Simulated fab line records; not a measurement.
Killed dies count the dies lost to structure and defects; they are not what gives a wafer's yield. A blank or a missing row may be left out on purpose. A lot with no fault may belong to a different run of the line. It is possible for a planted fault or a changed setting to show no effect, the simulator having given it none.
Chamber matching -- flow sky130 -- rieDiel-04 running SKY_VIA1_ETCH_15: 4 sister chambers
The step etches SiO2 in C4F8/O2/Ar, stops on TiN, target depth 351 nm, time 54 s. 16 wafers are shown with their chamber, then 8 later ones without.

== WAFERS WITH THEIR CHAMBER ==
wafer,chamber,oesProductAu (a.u.)
L078.4,0,0.976
L078.5,3,0.994
L078.6,0,0.981
L082.1,1,0.974
L082.2,0,0.980
L082.6,0,0.985
L085.1,0,0.981
L085.4,1,0.989
L085.5,3,0.988
L084.1,2,0.981
L084.2,0,0.983
L084.6,2,0.989
L090.1,2,0.989
L090.3,1,0.987
L090.6,1,0.989
L094.1,1,0.981

SIGNATURES (means of the wafers above)
reading,chamber 0,chamber 1,chamber 2,chamber 3,scatter within a chamber
oesProductAu,0.98100,0.98400,0.98633,0.99100,0.00478
Rule: for each reading, subtract the chamber's mean from the wafer's reading, divide by that reading's scatter and square the result; add these up over the readings and take the root, which gives the wafer's distance from the chamber. If the next closest chamber is less than 2 further off than the closest, the wafer can't be placed; otherwise it belongs to the closest. How the scatter is found: for the shown wafers, subtract from each reading the mean of its chamber, square and add these, divide the total by (wafers less chambers), then take the root.

== WAFERS WHOSE CHAMBER IS MISSING ==
wafer,oesProductAu (a.u.)
L094.2,0.986
L094.3,0.980
L094.4,0.979
L094.5,0.980
L094.6,0.985
L097.3,0.984
L097.4,0.981
L097.5,0.979

== THE CHAMBER EACH PASSED THROUGH ==
wafer,from the rows above,in truth
L094.2,can't be placed: 2 or 1 or 0 or 3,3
L094.3,can't be placed: 0 or 1 or 2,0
L094.4,can't be placed: 0 or 1 or 2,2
L094.5,can't be placed: 0 or 1 or 2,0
L094.6,can't be placed: 1 or 2 or 0 or 3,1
L097.3,can't be placed: 1 or 2 or 0 or 3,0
L097.4,can't be placed: 0 or 1 or 2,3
L097.5,can't be placed: 0 or 1 or 2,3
Placed correctly: 0 of 8. Can't be placed from these rows: 8 (the true chamber is among the candidates in 6). Number placed wrongly: 0.
